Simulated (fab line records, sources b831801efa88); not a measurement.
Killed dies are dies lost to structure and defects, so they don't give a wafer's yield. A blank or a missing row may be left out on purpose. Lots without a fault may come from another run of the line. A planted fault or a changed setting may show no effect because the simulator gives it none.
Chamber matching | flow sky130 | SKY_VIA2_CMP_24 on cmp-01: 4 sister chambers
The step polishes, stops on SiO2, t overpolish 20 s, target thk 0 nm. 33 wafers are shown with their chamber, then 12 later ones without.

WAFERS WITH THEIR CHAMBER
wafer  | chamber | motor_current_A (A) | time_to_endpoint_s (s) | overpolish_run_s (s)
L077.1 | 2       | 12.0                | 104                    | 20.001
L077.4 | 0       | 9.5                 | 103                    | 19.989
L077.6 | 0       | 10.5                | 101                    | 19.989
L075.1 | 2       | 12.9                | 99                     | 20.003
L075.5 | 1       | 12.4                | 91                     | 19.995
L075.6 | 2       | 12.9                | 97                     | 19.992
L079.1 | 0       | 9.7                 | 99                     | 19.986
L079.2 | 3       | 11.8                | 96                     | 19.991
L079.3 | 1       | 11.9                | 97                     | 19.996
L080.1 | 2       | 12.0                | 100                    | 20.000
L080.3 | 3       | 11.2                | 93                     | 20.011
L080.4 | 1       | 11.5                | 91                     | 20.015
L080.2 | 0       | 9.9                 | 100                    | 20.014
L080.5 | 3       | 11.1                | 87                     | 19.984
L080.6 | 2       | 12.4                | 100                    | 19.998
L081.2 | 1       | 11.6                | 96                     | 19.993
L081.3 | 3       | 11.6                | 98                     | 19.999
L081.4 | 2       | 12.6                | 103                    | 20.000
L085.3 | 2       | 12.2                | 100                    | 20.000
L085.5 | 3       | 11.1                | 93                     | 19.989
L085.6 | 2       | 12.2                | 99                     | 19.998
L086.1 | 2       | 12.8                | 103                    | 19.999
L086.2 | 0       | 9.2                 | 105                    | 20.018
L086.4 | 1       | 11.6                | 95                     | 20.001
L087.1 | 2       | 11.9                | 97                     | 20.009
L087.3 | 0       | 9.3                 | 97                     | 20.007
L087.4 | 3       | 11.2                | 91                     | 19.988
L089.2 | 2       | 12.3                | 102                    | 19.992
L089.4 | 3       | 11.8                | 94                     | 19.991
L089.5 | 2       | 12.2                | 99                     | 20.002
L090.1 | 2       | 12.7                | 105                    | 19.994
L090.2 | 1       | 10.9                | 95                     | 19.994
L090.6 | 2       | 12.6                | 102                    | 20.020

SIGNATURES (means of the wafers above)
reading            | chamber 0 | chamber 1 | chamber 2 | chamber 3 | scatter within a chamber
motor_current_A    | 9.683     | 11.650    | 12.407    | 11.400    | 0.394
time_to_endpoint_s | 100.83    | 94.17     | 100.71    | 93.14     | 2.81
overpolish_run_s   | 20.00050  | 19.99900  | 20.00057  | 19.99329  | 0.00929
Rule: a wafer's distance from a chamber is the root of the sum, over the readings, of the square of ((its reading less the chamber's mean) divided by the reading's scatter). The wafer belongs to the nearest chamber; if the next one is less than 2 further off, it can't be placed. The scatter: the root of (the sum of the squares of (reading less its chamber's mean) over the shown wafers, divided by (wafers less chambers)).

WAFERS WITHOUT THEIR CHAMBER
wafer  | motor_current_A (A) | time_to_endpoint_s (s) | overpolish_run_s (s)
L092.1 | 11.9                | 101                    | 19.997
L092.3 | 9.9                 | 101                    | 20.014
L092.5 | 10.2                | 102                    | 19.972
L094.1 | 12.4                | 102                    | 19.994
L094.5 | 11.8                | 92                     | 19.990
L094.6 | 12.6                | 100                    | 19.994
L094.2 | 11.1                | 97                     | 20.008
L094.3 | 11.8                | 91                     | 19.999
L094.4 | 9.6                 | 98                     | 19.997
L096.3 | 11.9                | 101                    | 19.990
L096.4 | 11.8                | 90                     | 19.987
L096.6 | 11.4                | 92                     | 19.981

WHICH CHAMBER EACH WENT THROUGH
wafer  | from the rows above               | in truth
L092.1 | can't be placed: 2 or 1 or 3      | 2
L092.3 | 0                                 | 0
L092.5 | can't be placed: 0 or 3           | 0
L094.1 | 2                                 | 2
L094.5 | can't be placed: 3 or 1           | 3
L094.6 | 2                                 | 2
L094.2 | can't be placed: 1 or 3 or 2 or 0 | 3
L094.3 | can't be placed: 1 or 3           | 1
L094.4 | 0                                 | 0
L096.3 | can't be placed: 2 or 1 or 3      | 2
L096.4 | can't be placed: 3 or 1           | 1
L096.6 | can't be placed: 3 or 1           | 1
Placed correctly: 4 of 12. Can't be placed from these rows: 8 (the true chamber is among the candidates in 8). Placed wrongly: 0.
